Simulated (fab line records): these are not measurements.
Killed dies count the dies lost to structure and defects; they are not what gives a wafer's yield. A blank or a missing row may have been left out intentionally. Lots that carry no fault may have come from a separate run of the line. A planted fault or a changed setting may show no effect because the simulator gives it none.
fab line records	flow sky130
record: lots: 7	wafers: 21	lastDay: 51
route steps=708 shown FIELD_ISO@16 PAD_OPEN@708
lots with no fault: from the same line, run without faults
startH: start of the lot's first displayed wafer, in hours after the record's first day	waitH: hours since the lot's step before	" the same as in the row above	L1.1+2: a single row standing in for several wafers	- value missing, or start not given	* or withheld: withheld	< > ~ a bound
route shown NAME@n: names a module that has steps shown in the file, with the first one's number in the route	usual: average and standard deviation across the fault-free wafers	same: alike in all rows	chamber/n: place in a boat	sites: readings site by site	_std_site: how widely they spread, as a standard deviation	_edge_site: outer sites' mean less inner sites'	radiusMm: how far each site lies from the wafer's centre	mask NAME#n: copy n	behind: the most recent tool/chamber to have shaped the wafer	hold: reason for holding the lot/hours on hold/outcome of the hold	device: transistor that didn't switch, given as n, p or np	end of line: tests run on the same wafers once the route is complete	a step without rows: its recipe alone	killed: dies that structure and defects cost at the first sort, which is not the same as the wafer's yield	map: a wafer's dies, x killed, . not, _ none there
set.NAME: setting as actually run; set.NAME@STEP: the setting as run at that earlier step	model.NAME: the simulator's own value behind a step, which no gauge read
a table for each step, a row for each wafer; lots at some steps of the route
services: a tool's chamber out of use, with start hour (startH, from the record's first day; less than 0 if before it), hours out, and reason
== steps ==
step: SKY_FIELD_ISO_ETCH_15
recipe: chemistry: CHF3/O2	targetDepthNm: 180	stopOn: Si	sourceW: 600	biasW: 200	pressureMtorr: 40	chf3FlowSccm: 50	O2_flow_sccm: 5	timeS: 72
usual: drypumpMotorCurrentA: 5.5/0.36	oesProductAu: 0.942/0.0064	throttleValvePct: 8.843/0.0093
lot.wafer	tool	chamber	startH	waitH	drypumpMotorCurrentA	oesProductAu	rfHoursCounterH	throttleValvePct
L144.3	rieDiel-02	1	34.33	0.0	5.2	0.935	41	8.833
L144.4	"	2	"	"	5.8	0.947	6	8.845
L144.6	"	2	"	"	5.8	0.944	-	8.847
L149.3	rieDiel-02	3	60.88	0.0	6.0	0.952	85	8.831
L149.4	"	2	"	"	5.8	0.939	6	8.853
L149.5	"	3	"	"	5.9	0.931	-	8.850
L152.1	rieDiel-03	1	76.28	0.0	5.7	0.933	2	8.857
L152.3	"	2	"	"	6.0	0.932	33	8.842
L152.5	"	2	"	"	6.0	0.940	-	8.830
L153.1	rieDiel-02	3	80.63	0.0	6.0	0.946	86	8.845
L153.3	"	1	"	"	5.2	0.949	41	8.846
L153.5	"	3	"	"	5.9	0.952	-	8.848
L154.1	rieDiel-03	3	87.01	0.0	5.9	0.941	26	8.835
L154.4	"	1	"	"	5.7	0.939	2	8.842
L154.6	"	1	"	"	5.7	0.940	-	8.841
L165.2	rieDiel-01	2	144.33	0.0	5.1	0.935	92	8.846
L165.4	"	0	"	"	5.2	0.935	142	8.843
L165.6	"	0	"	"	5.2	0.939	-	8.849
L166.3	rieDiel-02	3	181.03	0.0	5.9	0.952	87	8.848
L166.5	"	0	"	"	5.3	0.949	-	8.841
L166.6	"	1	"	"	5.2	0.949	-	8.836
step: SKY_FIELD_ISO_STRIP_16
recipe: chemistry: O2/N2	powerW: 1400	pressureMtorr: 1500	platenTempC: withheld	o2FlowSccm: 3000	n2FlowSccm: 300	overashFraction: 0.5
usual: drypumpMotorCurrentA: 5.8/0.52	oesProductAu: 0.378/0.0044	stripTimeToEndpointS: 3.572/0.03
lot.wafer	tool	chamber	startH	waitH	drypumpMotorCurrentA	oesProductAu	rfHoursCounterH	stripTimeToEndpointS
L144.3	plasmaAsher-01	1	34.42	0.1	5.7	0.371	-	3.511
L144.4	"	0	"	"	6.7	0.379	-	3.571
L144.6	"	1	"	"	5.7	0.385	-	3.578
L149.3	plasmaAsher-01	1	60.97	0.1	5.7	0.383	-	3.572
L149.4	"	0	"	"	6.7	0.386	-	3.578
L149.5	"	1	"	"	5.7	0.378	-	3.561
L152.1	plasmaAsher-01	0	76.34	0.0	6.7	0.374	41	3.589
L152.3	"	1	"	"	5.7	0.383	-	3.577
L152.5	"	1	"	"	5.6	0.376	-	3.573
L153.1	plasmaAsher-04	1	80.69	0.0	5.3	0.376	28	3.544
L153.3	"	1	"	"	5.3	0.380	-	3.555
L153.5	"	0	"	"	5.4	0.380	-	3.556
L154.1	plasmaAsher-03	0	87.06	0.0	6.0	0.383	37	3.566
L154.4	"	0	"	"	6.0	0.381	-	3.581
L154.6	"	0	"	"	6.0	0.383	-	3.574
L165.2	plasmaAsher-04	1	144.39	0.0	5.3	0.386	35	3.637
L165.4	"	0	"	"	5.3	0.384	-	3.584
L165.6	"	1	"	"	5.3	0.382	-	3.588
L166.3	plasmaAsher-04	0	181.12	0.1	5.3	0.379	-	3.545
L166.5	"	0	"	"	5.3	0.373	-	3.582
L166.6	"	1	"	"	5.3	0.376	-	3.561
step: SKY_FIELD_ISO_ETCH_17
recipe: targetDepthA: 3420	maskMaterial: Si3N4	chemistry: HBr/Cl2/O2	target: Si	taperDeg: 5	icpW: 600	biasW: 150	pressureMtorr: 15	HBr_flow_sccm: 150	Cl2_flow_sccm: 40	O2_flow_sccm: 6	timeS: 97.7
usual: drypumpMotorCurrentA: 5.8/0.54	mfcCl2Sccm: 40.00/0.12	oesProductAu: 1.003/0.01	throttleValvePct: 25.656/0.011
lot.wafer	tool	chamber	startH	waitH	drypumpMotorCurrentA	mfcCl2Sccm	oesProductAu	rfHoursCounterH	throttleValvePct
L144.3	rieSi-01	2	34.49	0.0	5.1	40.09	1.019	2	25.656
L144.4	"	3	"	"	5.3	40.08	1.003	145	25.671
L144.6	"	3	"	"	5.3	39.88	1.009	-	25.672
L149.3	rieSi-02	1	61.04	0.0	6.7	40.17	0.989	17	25.680
L149.4	"	0	"	"	6.0	39.88	0.988	17	25.664
L149.5	"	2	"	"	5.5	39.91	1.010	-	25.644
L152.1	rieSi-01	3	76.44	0.1	5.3	39.99	0.994	145	25.658
L152.3	"	0	"	"	6.0	40.04	1.022	21	25.662
L152.5	"	0	"	"	6.0	39.87	1.015	-	25.649
L153.1	rieSi-02	2	80.79	0.1	5.5	40.33	1.000	104	25.672
L153.3	"	3	"	"	6.1	39.91	0.996	26	25.656
L153.5	"	1	"	"	6.7	39.91	0.992	-	25.678
L154.1	rieSi-01	0	87.16	0.1	6.0	39.86	1.019	21	25.646
L154.4	"	2	"	"	5.0	40.20	1.007	3	25.642
L154.6	"	3	"	"	5.3	40.00	0.993	-	25.653
L165.2	rieSi-02	0	144.49	0.1	6.0	40.07	1.003	18	25.663
L165.4	"	2	"	"	5.5	39.93	1.017	105	25.640
L165.6	"	1	"	"	6.7	40.04	0.999	-	25.644
L166.3	rieSi-02	3	181.19	0.0	6.1	39.90	0.998	27	25.665
L166.5	"	3	"	"	6.1	40.04	0.994	-	25.663
L166.6	"	0	"	"	6.0	40.04	0.985	-	25.668
step: SKY_FIELD_ISO_WET_ETCH_18
recipe: chemistry: H3PO4	targetDepthNm: 25	tempC: 160	target: Si3N4	timeS: 286
step: SKY_FIELD_ISO_CLEAN_19
recipe: chemistry: SC1/SC2	mix: 1:4:20	tempC: 70	timeS: 150
step: SKY_FIELD_ISO_CLEAN_20
recipe: chemistry: dHF	timeS: 20	dilution: 100:1
step: SKY_FIELD_ISO_WET_ETCH_21
recipe: chemistry: dHF	dilution: 100:1	targetDepthNm: 20	dry: ipaMarangoni	target: SiO2	tempC: 25	timeS: 400
step: SKY_FIELD_ISO_OXIDATION_22
recipe: tempC: 950	ambient: O2	stabiliseS: 600	purgeS: 300	targetThkA: 100	oxTimeS: 623
step: SKY_FIELD_ISO_THK_MEAS_23
recipe: reads: SiO2_of_FIELD_ISO_OXIDATION_22
usual: FIELD_ISO_OXIDATION_01_THK: 10.07/0.22
lot.wafer	tool	chamber	startH	waitH	FIELD_ISO_OXIDATION_01_THK[nm]
L144.3	filmMetro-01	-	37.10	0.0	9.94
L144.4	"	-	"	"	9.98
L144.6	"	-	"	"	9.96
L149.3	filmMetro-01	-	62.83	0.0	9.61
L149.4	"	-	"	"	9.76
L149.5	"	-	"	"	9.69
L152.1	filmMetro-03	-	78.08	0.0	10.50
L152.3	"	-	"	"	10.33
L152.5	"	-	"	"	10.41
L153.1	filmMetro-03	-	83.78	0.0	10.34
L153.3	"	-	"	"	10.07
L153.5	"	-	"	"	10.22
L154.1	filmMetro-01	-	89.47	0.0	10.17
L154.4	"	-	"	"	10.04
L154.6	"	-	"	"	10.21
L165.2	filmMetro-01	-	149.77	0.0	9.87
L165.4	"	-	"	"	9.97
L165.6	"	-	"	"	9.94
L166.3	filmMetro-02	-	182.82	0.0	10.05
L166.5	"	-	"	"	9.84
L166.6	"	-	"	"	10.06
step: SKY_FIELD_ISO_CVD_24
recipe: material: SiO2	targetThkNm: 595	tempC: 650	sigmaOpenFrac: 0.3	timeS: 99.2	sih4FlowSccm: 60	pressureMtorr: 6
step: SKY_FIELD_ISO_THK_MEAS_25
recipe: reads: SiO2_of_FIELD_ISO_CVD_24
usual: FIELD_ISO_CVD_24_THK: 595/6.6
lot.wafer	tool	chamber	startH	waitH	FIELD_ISO_CVD_24_THK[nm]
L144.3	filmMetro-03	-	37.24	0.1	594
L144.4	"	-	"	"	590
L144.6	"	-	"	"	595
L149.3	filmMetro-02	-	62.96	0.1	613
L149.4	"	-	"	"	601
L149.5	"	-	"	"	597
L152.1	filmMetro-02	-	78.21	0.0	590
L152.3	"	-	"	"	601
L152.5	"	-	"	"	601
L153.1	filmMetro-01	-	83.91	0.0	590
L153.3	"	-	"	"	583
L153.5	"	-	"	"	590
L154.1	filmMetro-01	-	89.60	0.0	598
L154.4	"	-	"	"	587
L154.6	"	-	"	"	601
L165.2	filmMetro-03	-	149.91	0.0	592
L165.4	"	-	"	"	581
L165.6	"	-	"	"	576
L166.3	filmMetro-02	-	182.96	0.1	594
L166.5	"	-	"	"	583
L166.6	"	-	"	"	593
step: SKY_FIELD_ISO_ANNEAL_26
recipe: tempC: 1000	timeS: 1800	ambient: N2
step: SKY_FIELD_ISO_CMP_27
recipe: stopOn: Si3N4	tOverpolishS: 16	downForcePsi: 4	platenRpm: 60	targetThkNm: 457.8	padVelocityMS: 0.94248
usual: edgeZonePressureFrac: 0.999/0.005	headPressurePsi: 4.000/0.0078	motorCurrentA: 11.9/1	overpolishRunS: 15.999/0.009	timeToEndpointS: 115/4.6
lot.wafer	tool	chamber	startH	waitH	edgeZonePressureFrac	headPressurePsi	motorCurrentA	overpolishRunS	timeToEndpointS	model.SiO2_of_FIELD_ISO_CVD_24.thkNm
L144.4	cmp-02	3	39.27	0.1	0.997	4.011	11.3	15.999	115	458.1
L144.3	"	1	"	"	0.997	4.006	11.5	15.995	112	458.8
L144.6	"	3	"	"	0.996	4.006	11.8	15.994	114	459.6
L149.4	cmp-01	2	66.31	1.8	1.002	4.010	14.4	15.993	116	457.8
L149.3	"	3	"	"	0.999	4.006	11.8	15.991	121	459.9
L149.5	"	2	"	"	0.998	4.013	14.8	15.986	116	459
L152.1	cmp-02	0	81.20	0.0	-	-	-	-	-	590.4
L152.3	"	2	"	"	-	-	-	-	-	601.1
L152.5	"	0	"	"	-	-	-	-	-	600.9
L153.3	cmp-02	3	85.99	0.1	-	-	-	-	-	583.4
L153.1	"	1	"	"	-	-	-	-	-	590.1
L153.5	"	3	"	"	-	-	-	-	-	590.2
L154.4	cmp-01	1	92.47	0.0	-	-	-	-	-	586.6
L154.1	"	3	"	"	-	-	-	-	-	598
L154.6	"	1	"	"	-	-	-	-	-	600.8
L165.4	cmp-02	1	153.74	0.0	0.988	4.018	11.0	15.974	113	456.6
L165.2	"	2	"	"	1.001	3.992	12.2	15.980	113	457.6
L165.6	"	1	"	"	0.999	4.001	11.3	15.996	114	457.6
L166.3	cmp-02	2	185.31	0.1	0.996	4.015	13.1	15.994	117	458.4
L166.6	"	1	"	"	1.003	4.013	11.2	16.005	117	459.7
L166.5	"	2	"	"	1.002	3.996	12.4	15.999	115	459.6
step: SKY_FIELD_ISO_WET_ETCH_28
recipe: chemistry: dHF	targetDepthNm: 23.7	target: SiO2	dilution: 10:1	tempC: 25	timeS: 47
step: SKY_FIELD_ISO_WET_ETCH_29
recipe: chemistry: H3PO4	targetDepthNm: 160	target: Si3N4	tempC: 160	timeS: 1825
step: SKY_FIELD_ISO_WET_ETCH_30
recipe: chemistry: dHF	targetDepthNm: 25	target: SiO2	dilution: 10:1	tempC: 25	timeS: 50
lot.wafer	tool	chamber	startH	waitH	model.SiO2_of_FIELD_ISO_CVD_24.thkNm
L144.3	wetBench-02	1	40.06	0.0	406.4
L144.4	"	1	"	"	405.6
L144.6	"	1	"	"	407.1
L149.3	wetBench-04	3	67.14	0.0	407.3
L149.4	"	3	"	"	405.3
L149.5	"	3	"	"	406.5
L152.1	wetBench-02	3	82.08	0.0	537.9
L152.3	"	3	"	"	548.5
L152.5	"	3	"	"	548.6
L153.1	wetBench-04	2	86.83	0.0	537.2
L153.3	"	2	"	"	530.4
L153.5	"	2	"	"	537.1
L154.1	wetBench-04	0	93.30	0.0	545.5
L154.4	"	0	"	"	534.1
L154.6	"	0	"	"	548.3
L165.2+6	wetBench-01	2	154.58	0.0	404.9
L165.4	"	2	"	"	404.3
L166.3	wetBench-02	3	186.10	0.0	406.1
L166.5	"	3	"	"	407.3
L166.6	"	3	"	"	407.4
step: SKY_PAD_OPEN_PROBE_99
usual: killed_at_M0_to_M3: 44/7.2	killed_at_M4_up: 3.1/1.7	killedAtContacts: 24/5.2	killedAtFrontEnd: 15/4.1	killedAtOther: 0.3/0.61	killedDies: 87/10	killedOnRim: 17/3.8	killedOpen: 48/7.5	killedShort: 39/6.6
same: grossDies: 492	killedAtBackSide: 0
lot.wafer	tool	chamber	startH	waitH	killed_at_M0_to_M3	killed_at_M4_up	killedAtContacts	killedAtFrontEnd	killedAtOther	killedDies	killedOnRim	killedOpen	killedShort
L144.3	prober-01	-	1073.64	0.2	50	4	29	16	0	99	19	55	44
L144.4	prober-01	-	1073.69	0.2	47	6	29	16	1	99	20	52	47
L144.6	prober-01	-	1073.79	0.2	55	6	27	19	1	108	25	64	44
L149.3	prober-01	-	1105.13	0.2	42	3	22	26	0	93	16	62	31
L149.4	prober-01	-	1105.18	0.2	41	5	25	16	0	87	16	44	43
L149.5	prober-01	-	1105.23	0.2	43	2	27	19	0	91	17	51	40
L152.1	prober-02	-	1125.56	0.1	56	5	26	404	1	492	96	58	41
L152.3	prober-02	-	1125.66	0.2	53	3	25	409	2	492	96	57	38
L152.5	prober-02	-	1125.76	0.2	46	4	19	421	2	492	96	52	38
L153.1	prober-01	-	1129.23	0.1	47	3	21	421	0	492	96	48	37
L153.3	prober-01	-	1129.33	0.2	33	1	19	439	0	492	96	37	31
L153.5	prober-01	-	1129.43	0.2	40	1	29	422	0	492	96	56	27
L154.1	prober-02	-	1135.20	0.1	49	2	15	426	0	492	96	46	30
L154.4	prober-02	-	1135.35	0.2	59	3	28	402	0	492	96	49	50
L154.6	prober-02	-	1135.45	0.2	58	2	26	406	0	492	96	57	44
L165.2	prober-01	-	1197.64	0.1	43	2	27	18	1	91	15	40	50
L165.4	prober-01	-	1197.74	0.2	42	4	24	18	0	88	17	47	41
L165.6	prober-01	-	1197.84	0.2	44	1	17	21	1	84	14	49	35
L166.3	prober-01	-	1219.05	0.2	40	2	22	12	0	76	18	44	32
L166.5	prober-01	-	1219.15	0.2	50	3	28	14	0	95	27	53	42
L166.6	prober-01	-	1219.20	0.2	48	3	33	17	0	101	21	49	52
killed by level:class
L144.3 VIA1:geometricParticle:open=16 LI_CONTACT:geometricParticle:open=8 LI_CONTACT:geometricParticle:short=7 METAL1:geometricParticle:short=7 CONTACT:geometricParticle:open=6 VIA2:geometricParticle:open=6 VIA3:geometricParticle:open=6 POLY_GATE:geometricParticle:short=5
L144.4 CONTACT:geometricParticle:open=13 VIA1:geometricParticle:open=8 VIA3:geometricParticle:open=7 METAL1:geometricParticle:short=7 VIA1:geometricParticle:short=7 CONTACT:geometricParticle:short=6 VIA2:geometricParticle:open=6 POLY_GATE:geometricParticle:short=5
L144.6 VIA1:geometricParticle:open=19 CONTACT:geometricParticle:open=11 LI_CONTACT:geometricParticle:open=8 METAL1:geometricParticle:short=7 POLY_GATE:geometricParticle:open=6 VIA2:geometricParticle:open=6 VIA3:geometricParticle:open=6 METAL4:geometricParticle:short=5
L149.3 CONTACT:geometricParticle:open=10 VIA1:geometricParticle:open=10 VIA2:geometricParticle:open=9 POLY_GATE:geometricParticle:open=8 LI_CONTACT:geometricParticle:open=7 SPACER:geometricParticle:open=5 METAL1:geometricParticle:short=5 METAL2:geometricParticle:short=5
L149.4 VIA1:geometricParticle:open=13 CONTACT:geometricParticle:short=9 FIELD_ISO:geometricParticle:open=6 CONTACT:geometricParticle:open=5 VIA1:geometricParticle:short=4 METAL2:geometricParticle:short=4 VIA2:geometricParticle:open=4 VIA3:geometricParticle:open=4
L149.5 VIA1:geometricParticle:open=12 CONTACT:geometricParticle:short=9 CONTACT:geometricParticle:open=9 VIA3:geometricParticle:open=8 FIELD_ISO:geometricParticle:open=6 METAL1:geometricParticle:short=6 METAL2:geometricParticle:short=5 POLY_GATE:geometricParticle:open=4
L152.1 FIELD_ISO:areaCmp=392 VIA1:geometricParticle:open=16 CONTACT:geometricParticle:open=11 VIA2:geometricParticle:open=11 VIA1:geometricParticle:short=7 METAL2:geometricParticle:short=7 LOCAL_INTERCONNECT:geometricParticle:short=6 LI_CONTACT:geometricParticle:open=5
L152.3 FIELD_ISO:areaCmp=395 VIA1:geometricParticle:open=12 VIA2:geometricParticle:open=10 CONTACT:geometricParticle:open=8 LI_CONTACT:geometricParticle:open=7 METAL1:geometricParticle:short=7 FIELD_ISO:geometricParticle:open=6 VIA3:geometricParticle:open=6
L152.5 FIELD_ISO:areaCmp=402 VIA1:geometricParticle:open=16 FIELD_ISO:geometricParticle:open=7 METAL2:geometricParticle:short=6 VIA2:geometricParticle:open=6 FIELD_ISO:geometricParticle:short=5 CONTACT:geometricParticle:open=5 POLY_GATE:geometricParticle:open=4
L153.1 FIELD_ISO:areaCmp=407 VIA1:geometricParticle:open=10 VIA2:geometricParticle:open=7 CONTACT:geometricParticle:open=7 METAL2:geometricParticle:short=7 LI_CONTACT:geometricParticle:open=6 VIA1:geometricParticle:short=6 POLY_GATE:geometricParticle:open=5
L153.3 FIELD_ISO:areaCmp=424 VIA1:geometricParticle:open=8 METAL1:geometricParticle:short=8 LI_CONTACT:geometricParticle:open=7 FIELD_ISO:geometricParticle:short=4 VIA3:geometricParticle:open=4 FIELD_ISO:geometricParticle:open=3 LOCAL_INTERCONNECT:geometricParticle:short=3
L153.5 FIELD_ISO:areaCmp=409 LI_CONTACT:geometricParticle:open=10 CONTACT:geometricParticle:open=10 VIA3:geometricParticle:open=9 VIA1:geometricParticle:open=8 LI_CONTACT:geometricParticle:short=6 METAL1:geometricParticle:short=6 POLY_GATE:geometricParticle:open=5
L154.1 FIELD_ISO:areaCmp=416 VIA1:geometricParticle:open=10 VIA2:geometricParticle:open=10 VIA3:geometricParticle:open=7 CONTACT:geometricParticle:open=6 METAL3:geometricParticle:short=6 VIA3:geometricParticle:short=4 VIA2:geometricParticle:short=3
L154.4 FIELD_ISO:areaCmp=392 VIA1:geometricParticle:open=15 VIA3:geometricParticle:short=10 METAL1:geometricParticle:short=9 VIA3:geometricParticle:open=9 LI_CONTACT:geometricParticle:open=8 CONTACT:geometricParticle:open=8 LOCAL_INTERCONNECT:geometricParticle:short=6
L154.6 FIELD_ISO:areaCmp=391 VIA1:geometricParticle:open=12 VIA2:geometricParticle:open=10 CONTACT:geometricParticle:open=10 METAL1:geometricParticle:short=9 LI_CONTACT:geometricParticle:open=7 VIA3:geometricParticle:open=6 VIA1:geometricParticle:short=5
L165.2 METAL1:geometricParticle:short=10 CONTACT:geometricParticle:open=8 LI_CONTACT:geometricParticle:open=7 LOCAL_INTERCONNECT:geometricParticle:short=6 VIA1:geometricParticle:open=6 VIA1:geometricParticle:short=6 METAL2:geometricParticle:short=6 VIA3:geometricParticle:open=5
L165.4 VIA2:geometricParticle:open=9 VIA1:geometricParticle:open=8 LI_CONTACT:geometricParticle:open=6 VIA3:geometricParticle:open=6 LOCAL_INTERCONNECT:geometricParticle:short=5 CONTACT:geometricParticle:open=5 VIA1:geometricParticle:short=5 METAL2:geometricParticle:short=5
L165.6 VIA1:geometricParticle:open=8 POLY_GATE:geometricParticle:short=7 LI_CONTACT:geometricParticle:open=7 METAL2:geometricParticle:short=6 VIA3:geometricParticle:open=6 CONTACT:geometricParticle:open=5 VIA2:geometricParticle:short=5 FIELD_ISO:geometricParticle:open=4
L166.3 CONTACT:geometricParticle:open=12 VIA1:geometricParticle:open=7 METAL1:geometricParticle:short=7 VIA2:geometricParticle:open=7 VIA1:geometricParticle:short=5 LI_CONTACT:geometricParticle:short=4 METAL2:geometricParticle:short=4 VIA3:geometricParticle:open=4
L166.5 VIA1:geometricParticle:open=13 CONTACT:geometricParticle:open=11 METAL2:geometricParticle:short=10 LI_CONTACT:geometricParticle:open=7 FIELD_ISO:geometricParticle:short=6 LOCAL_INTERCONNECT:geometricParticle:open=4 CONTACT:geometricParticle:short=4 METAL1:geometricParticle:short=4
L166.6 METAL2:geometricParticle:short=15 CONTACT:geometricParticle:open=10 LI_CONTACT:geometricParticle:open=8 CONTACT:geometricParticle:short=7 VIA1:geometricParticle:open=6 VIA2:geometricParticle:open=6 FIELD_ISO:geometricParticle:open=5 LOCAL_INTERCONNECT:geometricParticle:short=5
map L152.1 (x killed, . not)
__________xxxxxxxxxx_________
________xxxxxxxxxxxxxx_______
______xxxxxxxxxxxxxxxxxx_____
_____xxxxxxxxxxxxxxxxxxxx____
____xxxxxxxxxxxxxxxxxxxxxx___
___xxxxxxxxxxxxxxxxxxxxxxxx__
__xxxxxxxxxxxxxxxxxxxxxxxxxx_
_xxxxxxxxxxxxxxxxxxxxxxxxxxxx
_xxxxxxxxxxxxxxxxxxxxxxxxxxxx
_xxxxxxxxxxxxxxxxxxxxxxxxxxxx
_xxxxxxxxxxxxxxxxxxxxxxxxxxxx
_xxxxxxxxxxxxxxxxxxxxxxxxxxxx
_xxxxxxxxxxxxxxxxxxxxxxxxxxxx
_xxxxxxxxxxxxxxxxxxxxxxxxxxxx
_xxxxxxxxxxxxxxxxxxxxxxxxxxxx
__xxxxxxxxxxxxxxxxxxxxxxxxxx_
___xxxxxxxxxxxxxxxxxxxxxxxx__
____xxxxxxxxxxxxxxxxxxxxxx___
_____xxxxxxxxxxxxxxxxxxxx____
______xxxxxxxxxxxxxxxxxx_____
________xxxxxxxxxxxxxx_______
__________xxxxxxxxxx_________
map L153.1 (x killed, . not)
__________xxxxxxxxxx_________
________xxxxxxxxxxxxxx_______
______xxxxxxxxxxxxxxxxxx_____
_____xxxxxxxxxxxxxxxxxxxx____
____xxxxxxxxxxxxxxxxxxxxxx___
___xxxxxxxxxxxxxxxxxxxxxxxx__
__xxxxxxxxxxxxxxxxxxxxxxxxxx_
_xxxxxxxxxxxxxxxxxxxxxxxxxxxx
_xxxxxxxxxxxxxxxxxxxxxxxxxxxx
_xxxxxxxxxxxxxxxxxxxxxxxxxxxx
_xxxxxxxxxxxxxxxxxxxxxxxxxxxx
_xxxxxxxxxxxxxxxxxxxxxxxxxxxx
_xxxxxxxxxxxxxxxxxxxxxxxxxxxx
_xxxxxxxxxxxxxxxxxxxxxxxxxxxx
_xxxxxxxxxxxxxxxxxxxxxxxxxxxx
__xxxxxxxxxxxxxxxxxxxxxxxxxx_
___xxxxxxxxxxxxxxxxxxxxxxxx__
____xxxxxxxxxxxxxxxxxxxxxx___
_____xxxxxxxxxxxxxxxxxxxx____
______xxxxxxxxxxxxxxxxxx_____
________xxxxxxxxxxxxxx_______
__________xxxxxxxxxx_________
== services ==
tool	chamber	startH	hours	kind
cmp-01	-	12.93	2.1	repair
rieDiel-01	1	12.97	2.4	repair
rieDiel-02	0	23.28	4.2	repair
plasmaAsher-03	-	46.99	1.2	repair
cmp-01	-	55.16	11.1	repair
cmp-02	-	60.40	1.2	repair
cmp-02	-	60.52	0.6	repair
cmp-02	-	64.00	4.0	pm
cmp-02	-	68.00	-	consumableReplace:conditioner
cmp-02	-	68.00	-	consumableReplace:pad
plasmaAsher-04	-	75.45	1.0	repair
rieSi-02	-	86.41	0.6	repair
rieDiel-01	-	87.14	15.6	pm
rieDiel-03	1	100.76	10.6	repair
rieDiel-01	2	105.09	3.9	repair
rieSi-01	-	123.08	14.6	pm
rieDiel-03	3	127.00	8.3	repair
cmp-02	-	147.27	0.8	repair
rieSi-02	3	153.60	13.9	repair
rieDiel-02	3	155.54	3.6	repair
rieDiel-03	3	156.28	16.2	repair
rieDiel-01	1	169.27	4.4	repair
wetBench-02	-	172.44	1.9	repair
rieDiel-03	1	173.81	6.0	repair
== key ==
firstSign: step: SKY_FIELD_ISO_CMP_27	reading: toolRecord	direction: missing
effect: step: SKY_PAD_OPEN_PROBE_99	reading: killedAtFrontEnd	direction: up	sigmas: 99	usual: 15	struck: 417
modelEffect: step: SKY_FIELD_ISO_CMP_27	value: SiO2_of_FIELD_ISO_CVD_24.thkNm	without: 458.1	struck: 593.5
modelEffect: step: SKY_FIELD_ISO_WET_ETCH_30	value: SiO2_of_FIELD_ISO_CVD_24.thkNm	without: 405.4	struck: 540.8
moreKillsBornAt: SKY_FIELD_ISO_CMP_27@cmp-02: 2429	SKY_FIELD_ISO_CMP_27@cmp-01: 1199
metAt SKY_FIELD_ISO_CMP_27
struckWafers L152.1,L152.3,L152.5,L153.1,L153.3,L153.5,L154.1,L154.4,L154.6
laterRowsLeftOut L152.1,L152.3,L152.5,L153.1,L153.3,L153.5,L154.1,L154.4,L154.6
testerLeftOut L152,L153,L154
onsetBetween 66.31 81.20
fault: kind: skippedStepWhole	tool: cmp-01,cmp-02	chamber: -	onsetH: 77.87	steps: SKY_FIELD_ISO_CMP_27	scope: struckLotsOnly
testerLeftOut: of these lots the tester's yield and bins aren't shown, on N5 and GAA mostly nor the transistor test; their killed dies are dies lost to structure and defects alone, not to doping, threshold or leakage, so they don't give the yield
laterRowsLeftOut: the simulator's readings of these wafers behind a module that went badly wrong aren't trusted and aren't shown, but for the sort
